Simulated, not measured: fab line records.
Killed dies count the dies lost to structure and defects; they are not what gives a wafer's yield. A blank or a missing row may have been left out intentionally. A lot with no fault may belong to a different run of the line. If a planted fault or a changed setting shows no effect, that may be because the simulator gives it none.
Which tool was responsible? ; flow sky130 ; 13 lots with 39 wafers sampled at 4 steps, on a route of 708 steps

WHAT THE GAUGES READ, wafer by wafer
SKY_VIA2_BOW_MEAS_03.
lot;measured;on;VIA2_BOW (um)
L981;day 35 04:14;film_metro-03;91 80 85
L982;day 35 03:52;film_metro-01;82 91 109
L983;day 35 13:52;film_metro-03;84 81 89
L984;day 35 17:50;film_metro-03;96 107 92
L985;day 35 23:13;film_metro-03;82 78 91
L988;day 37 16:59;film_metro-01;78 98 81
L989;day 37 22:50;film_metro-04;83 78 77
L990;day 37 23:09;film_metro-03;91 73 96
L991;day 38 08:05;film_metro-01;101 89 78
L994;day 39 13:30;film_metro-03;62 90 93
L993;day 39 15:08;film_metro-04;84 83 89
L101;day 40 20:58;film_metro-04;72 81 80
L104;day 41 20:28;film_metro-03;72 90 85

SKY_VIA2_THK_MEAS_23: measures by xrf.
lot;measured;on;VIA2_W_THK (nm)
L981;day 36 07:50;film_metro-04;417 415 420
L982;day 36 07:07;film_metro-03;419 420 411
L983;day 36 17:05;film_metro-03;422 419 422
L984;day 36 21:19;film_metro-01;421 428 421
L985;day 37 02:47;film_metro-03;414 419 421
L988;day 38 19:40;film_metro-04;424 419 425
L989;day 39 00:29;film_metro-03;413 416 419
L990;day 39 00:52;film_metro-03;427 420 423
L991;day 39 10:09;film_metro-01;427 416 431
L994;day 40 15:32;film_metro-01;422 425 420
L993;day 40 17:08;film_metro-04;431 427 423
L101;day 41 21:38;film_metro-03;423 419 424
L104;day 42 21:02;film_metro-03;421 411 418

WHAT TOOL EACH LOT RAN ON (gives the tool, then ch and the chambers of the sampled wafers, and finally the start)
lot;SKY_LDD_N_EXPOSE_04;SKY_METAL1_STRIP_20
L981;iline_stepper-02 ch 0, day 16 15:42;plasma_asher-03 ch 0,1, day 32 17:49
L982;iline_stepper-01 ch 0, day 16 18:56;plasma_asher-01 ch 0,1, day 32 17:55
L983;iline_stepper-02 ch 0, day 17 08:35;plasma_asher-03 ch 0,1, day 33 04:20
L984;iline_stepper-01 ch 0, day 17 11:14;plasma_asher-03 ch 0,1, day 33 09:11
L985;iline_stepper-02 ch 0, day 17 18:42;plasma_asher-03 ch 0,1, day 33 13:55
L988;iline_stepper-01 ch 0, day 19 18:29;plasma_asher-01 ch 1, day 35 08:13
L989;iline_stepper-01 ch 0, day 20 01:14;plasma_asher-03 ch 0,1, day 35 14:51
L990;iline_stepper-02 ch 0, day 20 01:35;plasma_asher-02 ch 0,1, day 35 15:16
L991;iline_stepper-01 ch 0, day 20 11:04;plasma_asher-03 ch 0,1, day 35 23:40
L994;iline_stepper-01 ch 0, day 22 01:08;plasma_asher-02 ch 0,1, day 37 08:13
L993;iline_stepper-02 ch 0, day 22 02:44;plasma_asher-03 ch 0,1, day 37 08:54
L101;iline_stepper-02 ch 0, day 23 15:17;plasma_asher-02 ch 0,1, day 38 15:30
L104;iline_stepper-02 ch 0, day 24 22:07;plasma_asher-02 ch 0,1, day 39 14:46
- SKY_LDD_N_EXPOSE_04: exposes mask NTM, target cd 840 nm.
- SKY_METAL1_STRIP_20: strips in O2/N2.

AS READ BY THE TOOLS THEMSELVES (means over the sampled wafers that have a number; for cases with no such wafer, the mark the record gives instead)
SKY_METAL1_STRIP_20.
lot;tool;drypump_motor_current_A (A);oes_product_au (a.u.);strip_time_to_endpoint_s (s)
L981;plasma_asher-03;6.15;0.341;2.67
L982;plasma_asher-01;6.26;0.344;2.69
L983;plasma_asher-03;6.17;0.341;2.65
L984;plasma_asher-03;6.29;0.348;2.66
L985;plasma_asher-03;6.14;0.336;2.61
L988;plasma_asher-01;5.93;0.343;2.64
L989;plasma_asher-03;6.28;0.344;2.68
L990;plasma_asher-02;5.66;0.345;2.68
L991;plasma_asher-03;6.30;0.340;2.64
L994;plasma_asher-02;5.74;0.343;2.68
L993;plasma_asher-03;6.28;0.340;2.64
L101;plasma_asher-02;5.64;0.342;2.69
L104;plasma_asher-02;5.75;0.338;2.63

THE ANSWER, worked out from the rows above alone
Rule: the lots themselves supply what counts as usual. Put in order of their means at a reading, lots are off if they are a third of the lots or fewer, leave a main group of 4 or more, and stand apart from it by a gap of 3 or more times the standard deviation of the main group's means; of several such gaps the widest counts. The tables above print the reading to a certain number of digits; a main group whose means all agree to those digits is not used. Also off: a lot with no number at a reading for which 4 or more lots have one. Any other lot the step has rows for is counted as sound. First the gauges in route order, then the tools' own readings, where a lot's mean is used as printed above. At the first step where some lot is off, the reading lying furthest off is the one used; lots without a number count as furthest.
None of the lots is off at any reading shown; this tells nothing.

WHAT THE SIMULATOR HAD PUT IN
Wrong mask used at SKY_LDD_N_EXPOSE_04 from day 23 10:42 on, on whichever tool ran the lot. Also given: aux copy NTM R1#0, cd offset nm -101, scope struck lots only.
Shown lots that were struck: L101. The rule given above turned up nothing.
